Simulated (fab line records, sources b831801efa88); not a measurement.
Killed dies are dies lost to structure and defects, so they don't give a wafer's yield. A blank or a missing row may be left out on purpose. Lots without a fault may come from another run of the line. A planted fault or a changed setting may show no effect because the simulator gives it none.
fab line records | flow sky130
record lots=7 wafers=21 last_day=50
route steps=708 shown POLY_GATE@229 LDD_N@237
lots that met no fault: from a run of the same line without faults
start_h: hours from the record's first day to the start of the lot's first wafer shown | wait_h: hours since the lot's step before | " the same as in the row above | L1.1+2: a row that stands for several wafers | - no value, or no start given | * or withheld: withheld | < > ~ a bound
route shown NAME@n: a module of which the file shows steps, and the number in the route of the first | usual: mean/standard deviation of fault-free wafers | same: alike in all rows | chamber/n: place in a boat | sites: the reading at each site | _std_site: their standard deviation | _edge_site: outer sites' mean less inner sites' | radius_mm: how far each site lies from the wafer's centre | mask NAME#n: copy n | behind: the tool/chamber that last shaped the wafer | hold: why the lot was held/for how many hours/how that ended | device: the transistor (n, p or np) that didn't switch | end of line: the same wafers' tests at the end of the route | a step without rows: its recipe alone | killed: dies lost to structure and defects at the first sort, not the wafer's yield | map: a wafer's dies, x killed, . not, _ none there
set.NAME: the setting as run; set.NAME@STEP: as run at that earlier step | model.NAME: the simulator's own value behind a step, which no gauge read
lots at some steps of the route; a table a step, a row a wafer
services: from which hour (start_h, from the record's first day; less than 0 if before it) a tool's chamber was out of use, for how many hours, and why
## steps
# step SKY_POLY_GATE_ETCH_15
# recipe chemistry=N2/H2 target=BARC ion_energy_ev=200 source_w=500 bias_w=100 pressure_mtorr=30 n2_flow_sccm=100 h2_flow_sccm=200 stop_on=SiO2 time_s=118.5 target_depth_a=1100
# usual drypump_motor_current_A=5.7/0.47 oes_product_au=0.716/0.0043 throttle_valve_pct=13.213/0.0093
# columns lot.wafer tool chamber start_h wait_h drypump_motor_current_A oes_product_au rf_hours_counter_h throttle_valve_pct
L237.1 rie_diel-04 0 370.90 0.0 6.5 0.716 64 13.214
L237.4 " 2 " " 4.9 0.712 6 13.205
L237.6 " 0 " " 6.5 0.722 - 13.226
L242.2 rie_diel-01 3 415.45 0.0 4.8 0.716 76 13.205
L242.3 " 2 " " 5.3 0.715 4 13.210
L242.4 " 2 " " 5.4 0.709 - 13.206
L250.1 rie_diel-01 1 510.94 0.0 5.7 0.722 34 13.213
L250.3 " 2 " " 5.3 0.711 5 13.214
L250.4 " 0 " " 6.3 0.709 15 13.206
L249.1 rie_diel-03 0 512.05 0.0 5.9 0.720 84 13.213
L249.2 " 3 " " 5.6 0.716 52 13.198
L249.4 " 1 " " 5.8 0.717 11 13.211
L251.2 rie_diel-03 1 518.35 0.0 5.8 0.714 11 13.206
L251.4 " 0 " " 5.9 0.715 84 13.223
L251.6 " 2 " " 5.5 0.718 - 13.205
L258.2 rie_diel-01 1 563.78 0.0 5.7 0.716 35 13.209
L258.3 " 0 " " 6.4 0.715 16 13.207
L258.5 " 0 " " 6.4 0.719 - 13.222
L259.1 rie_diel-03 3 569.99 0.0 5.5 0.713 54 13.206
L259.2 " 1 " " 5.8 0.714 12 13.211
L259.4 " 2 " " 5.5 0.717 - 13.196
# step SKY_POLY_GATE_ETCH_16
# recipe stop_on=poly-Si chemistry=CH3F/O2 target=Si3N4 source_w=400 bias_w=80 pressure_mtorr=25 ch3f_flow_sccm=40 O2_flow_sccm=30 time_s=147.5 target_depth_a=750
# usual drypump_motor_current_A=5.7/0.47 oes_product_au=0.641/0.0051 throttle_valve_pct=10.536/0.0088
# columns lot.wafer tool chamber start_h wait_h drypump_motor_current_A oes_product_au rf_hours_counter_h throttle_valve_pct
L237.1 rie_diel-04 0 370.98 0.0 6.6 0.630 64 10.541
L237.4 " 2 " " 4.8 0.640 6 10.525
L237.6 " 0 " " 6.6 0.643 - 10.541
L242.2 rie_diel-01 3 415.53 0.0 4.8 0.642 76 10.536
L242.3 " 2 " " 5.4 0.638 4 10.526
L242.4 " 2 " " 5.4 0.636 - 10.531
L250.1 rie_diel-01 1 511.03 0.0 5.7 0.651 34 10.542
L250.3 " 2 " " 5.4 0.639 5 10.538
L250.4 " 0 " " 6.4 0.636 15 10.520
L249.1 rie_diel-03 0 512.13 0.0 5.9 0.651 84 10.538
L249.2 " 3 " " 5.6 0.641 52 10.538
L249.4 " 1 " " 5.7 0.644 11 10.539
L251.2 rie_diel-03 1 518.43 0.0 5.8 0.638 11 10.533
L251.4 " 0 " " 5.9 0.639 84 10.538
L251.6 " 2 " " 5.5 0.650 - 10.535
L258.2 rie_diel-01 1 563.86 0.0 5.7 0.640 35 10.547
L258.3 " 0 " " 6.4 0.638 16 10.543
L258.5 " 0 " " 6.4 0.642 - 10.543
L259.1 rie_diel-03 3 570.08 0.0 5.5 0.641 54 10.527
L259.2 " 1 " " 5.8 0.652 12 10.540
L259.4 " 2 " " 5.5 0.638 - 10.548
# step SKY_POLY_GATE_ETCH_17
# recipe target_depth_nm=180 stop_on=SiO2 over_etch_frac=0.56667 chemistry=HBr/Cl2 target=poly-Si icp_w=400 bias_w=100 pressure_mtorr=10 HBr_flow_sccm=150 Cl2_flow_sccm=50 time_s=70.5
# usual drypump_motor_current_A=5.5/0.43 oes_product_au=0.986/0.0071 throttle_valve_pct=33.685/0.0095
# columns lot.wafer tool chamber start_h wait_h drypump_motor_current_A oes_product_au rf_hours_counter_h throttle_valve_pct
L237.1 rie_si-01 1 371.08 0.0 5.6 0.986 5 33.688
L237.4 " 0 " " 4.9 0.985 25 33.671
L237.6 " 3 " " 5.9 0.984 - 33.700
L242.2 rie_si-02 2 415.63 0.0 5.1 0.979 36 33.692
L242.3 " 0 " " 5.4 0.990 3 33.688
L242.4 " 3 " " 6.2 0.985 2 33.675
L250.1 rie_si-01 1 511.13 0.0 5.6 0.990 6 33.678
L250.3 " 3 " " 5.9 0.989 7 33.684
L250.4 " 2 " " 5.9 0.990 0 33.683
L249.1 rie_si-02 0 512.23 0.0 5.4 0.985 4 33.673
L249.2 " 3 " " 6.2 0.982 2 33.689
L249.4 " 2 " " 5.1 0.980 37 33.667
L251.2 rie_si-01 3 518.53 0.0 5.9 0.982 7 33.688
L251.4 " 0 " " 4.9 0.991 26 33.685
L251.6 " 0 " " 4.9 1.004 - 33.691
L258.2 rie_si-02 2 563.96 0.0 5.2 0.974 37 33.686
L258.3 " 0 " " 5.4 0.984 4 33.697
L258.5 " 1 " " 5.2 0.981 - 33.694
L259.1 rie_si-01 0 570.18 0.0 4.9 0.988 27 33.672
L259.2 " 3 " " 5.9 0.990 8 33.678
L259.4 " 1 " " 5.6 0.992 6 33.693
# step SKY_POLY_GATE_STRIP_18
# recipe chemistry=O2/N2 power_w=1365 pressure_mtorr=1500 platen_temp_c=withheld o2_flow_sccm=3000 n2_flow_sccm=300 overash_fraction=0.5
# usual drypump_motor_current_A=5.65/0.21 o2_flow_sccm=2999/7.8 oes_product_au=0.361/0.005 strip_time_to_endpoint_s=3.24/0.043
# columns lot.wafer tool chamber start_h wait_h drypump_motor_current_A o2_flow_sccm oes_product_au rf_hours_counter_h strip_time_to_endpoint_s
L237.1 plasma_asher-03 0 371.14 0.0 5.94 3000 0.361 67 3.26
L237.4 " 0 " " 5.97 2997 0.362 - 3.22
L237.6 " 0 " " 5.95 2991 0.367 - 3.32
L242.2 plasma_asher-02 0 415.69 0.0 5.61 2979 0.367 70 3.22
L242.3 " 1 " " 5.46 3016 0.366 - 3.18
L242.4 " 0 " " 5.63 2997 0.360 - 3.18
L250.1 plasma_asher-01 1 511.18 0.0 5.49 3003 0.354 41 3.25
L250.3 " 0 " " 5.44 2986 0.357 - 3.20
L250.4 " 1 " " 5.47 3000 0.359 - 3.22
L249.1 plasma_asher-02 1 512.29 0.0 5.47 2982 0.365 75 3.24
L249.2 " 0 " " 5.64 2999 0.359 75 3.29
L249.4 " 0 " " 5.66 2996 0.363 - 3.33
L251.2 plasma_asher-02 1 518.59 0.0 5.50 3007 0.360 76 3.32
L251.4 " 0 " " 5.62 3007 0.357 - 3.24
L251.6 " 0 " " 5.60 2998 0.362 - 3.30
L258.2 plasma_asher-01 0 564.02 0.0 5.42 3003 0.356 45 3.26
L258.3 " 0 " " 5.42 2995 0.352 - 3.25
L258.5 " 0 " " 5.45 3002 0.356 - 3.22
L259.1 plasma_asher-03 0 570.23 0.0 5.97 3009 0.359 16 3.24
L259.2 " 1 " " 5.92 2998 0.362 16 3.30
L259.4 " 0 " " 5.98 3003 0.360 - 3.25
# step SKY_POLY_GATE_CLEAN_19
# recipe chemistry=SC1/SC2 mix=1:4:20 temp_c=70 time_s=150 dry=n2_spin
# step SKY_POLY_GATE_OXIDATION_20
# recipe temp_c=850 ambient=O2 stabilise_s=600 purge_s=300 target_thk_a=40 ox_time_s=899
# step SKY_POLY_GATE_THK_MEAS_21
# recipe reads=SiO2_of_POLY_GATE_OXIDATION_20
# usual POLY_GATE_OXIDATION_THK=4.02/0.082
# columns lot.wafer tool chamber start_h wait_h POLY_GATE_OXIDATION_THK[nm]
L237.1 film_metro-04 - 372.56 0.0 4.15
L237.4 " - " " 4.15
L237.6 " - " " 4.22
L242.2 film_metro-02 - 417.22 0.0 3.85
L242.3 " - " " 3.94
L242.4 " - " " 3.96
L250.1 film_metro-04 - 512.59 0.0 4.02
L250.3 " - " " 4.10
L250.4 " - " " 4.04
L249.1 film_metro-02 - 513.69 0.0 4.24
L249.2 " - " " 4.08
L249.4 " - " " 4.12
L251.2 film_metro-01 - 520.00 0.0 4.09
L251.4 " - " " 4.04
L251.6 " - " " 4.03
L258.2 film_metro-02 - 565.43 0.0 4.15
L258.3 " - " " 4.11
L258.5 " - " " 3.99
L259.1 film_metro-04 - 571.63 0.0 4.01
L259.2 " - " " 3.92
L259.4 " - " " 4.01
# step SKY_POLY_GATE_CD_MEAS_22
# usual cd_nm=149.6/2.2
# columns lot.wafer tool chamber start_h wait_h cd_nm
L237.1 cd_sem-02 - 372.62 0.1 149.0
L237.4 " - " " 151.2
L237.6 " - " " 148.4
L242.2 cd_sem-02 - 417.30 0.1 147.0
L242.3 " - " " 152.2
L242.4 " - " " 148.5
L250.1 cd_sem-02 - 512.65 0.1 149.1
L250.3 " - " " 151.1
L250.4 " - " " 150.1
L249.1 cd_sem-02 - 513.75 0.1 150.0
L249.2 " - " " 149.6
L249.4 " - " " 150.1
L251.2 cd_sem-02 - 520.08 0.1 149.2
L251.4 " - " " 148.7
L251.6 " - " " 148.8
L258.2 cd_sem-02 - 565.51 0.1 153.2
L258.3 " - " " 152.0
L258.5 " - " " 152.0
L259.1 cd_sem-01 - 571.69 0.1 151.2
L259.2 " - " " 146.8
L259.4 " - " " 145.6
# step SKY_LDD_N_DEHYDRATE_00
# recipe temp_c=200 time_s=60
# step SKY_LDD_N_HMDS_01
# recipe prime_time_s=60 prime_temp_c=120
# step SKY_LDD_N_COAT_02
# recipe resist=NOVOLAK spin_rpm=3000 resist_thk_nm=300
# step SKY_LDD_N_SOFTBAKE_03
# recipe temp_c=90 time_s=60 resist=NOVOLAK
# step SKY_LDD_N_EXPOSE_04
# recipe mask_id=NTM target_cd_nm=840 na=0.6 source_shape=conventional sigma_outer=0.6 dose_mj=110
# usual exposure_dose_mJ_cm2=110.00/0.12 focus_offset_nm=-0.1/0.54
# columns lot.wafer tool chamber start_h wait_h mask exposure_dose_mJ_cm2 focus_offset_nm
L237.1 iline_stepper-01 0 387.61 - NTM#0 110.08 -1.1
L237.4 " 0 " " NTM#0 110.13 -0.5
L237.6 " 0 " " NTM#0 110.07 0.0
L242.2 iline_stepper-02 0 432.44 - NTM#0 109.98 0.6
L242.3 " 0 " " NTM#0 109.85 0.5
L242.4 " 0 " " NTM#0 110.22 0.1
L250.1 iline_stepper-02 - 528.31 - NTM#0 - -
L250.3 " - " " NTM#0 - -
L250.4 " - " " NTM#0 - -
L249.1 iline_stepper-02 - 528.79 - NTM#0 - -
L249.2 " - " " NTM#0 - -
L249.4 " - " " NTM#0 - -
L251.2 iline_stepper-02 - 535.56 - NTM#0 - -
L251.4 " - " " NTM#0 - -
L251.6 " - " " NTM#0 - -
L258.2 iline_stepper-02 0 580.21 - NTM#0 109.89 -0.8
L258.3 " 0 " " NTM#0 110.01 -0.8
L258.5 " 0 " " NTM#0 110.08 -0.5
L259.1 iline_stepper-02 0 585.99 - NTM#0 109.95 -0.2
L259.2 " 0 " " NTM#0 110.12 0.4
L259.4 " 0 " " NTM#0 110.02 0.3
# step SKY_LDD_N_PEB_05
# recipe temp_c=withheld time_s=* resist=NOVOLAK
## services
# columns tool chamber start_h hours kind
rie_diel-04 3 356.32 7.9 repair
rie_diel-04 0 365.92 2.3 repair
rie_diel-01 - 379.90 0.2 repair
rie_diel-04 2 381.67 10.2 repair
rie_si-01 - 381.87 2.8 pm
rie_si-01 2 386.58 5.8 repair
rie_diel-03 2 403.29 34.9 repair
rie_diel-01 0 415.10 17.6 repair
rie_diel-03 3 415.84 3.7 repair
plasma_asher-02 - 434.97 38.2 repair
rie_si-01 2 441.22 4.3 repair
iline_stepper-02 - 448.66 1.7 pm
rie_si-01 1 460.52 1.6 repair
rie_diel-03 3 465.61 6.5 repair
rie_si-01 0 466.51 8.4 repair
plasma_asher-02 - 473.15 14.6 pm
rie_diel-01 1 475.95 14.6 repair
rie_diel-01 - 528.40 0.6 repair
rie_diel-01 - 538.12 2.8 pm
rie_si-01 3 545.03 11.4 repair
rie_diel-03 2 551.39 2.1 repair
plasma_asher-02 - 561.19 24.3 repair
plasma_asher-02 - 561.22 2.3 repair
rie_diel-01 - 569.51 0.1 repair
## key
first_sign step=SKY_LDD_N_EXPOSE_04 reading=tool_record direction=missing
effect none on later readings
met_at SKY_LDD_N_EXPOSE_04
struck_wafers L249.1,L249.2,L249.4,L250.1,L250.3,L250.4,L251.2,L251.4,L251.6
sort_left_out L249.1,L249.2,L249.4,L250.1,L250.3,L250.4,L251.2,L251.4,L251.6
tester_left_out L249,L250,L251
onset_between 432.44 528.31
fault kind=skipped_step_whole tool=iline_stepper-02 chamber=- onset_h=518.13 steps=SKY_LDD_N_EXPOSE_04 scope=struck_lots_only
# tester_left_out: of these lots the tester's yield and bins aren't shown, on N5 and GAA mostly nor the transistor test; their killed dies are dies lost to structure and defects alone, not to doping, threshold or leakage, so they don't give the yield
# sort_left_out: the simulated sort isn't trusted on such a fault, so these wafers' sort isn't shown, and their yield isn't known
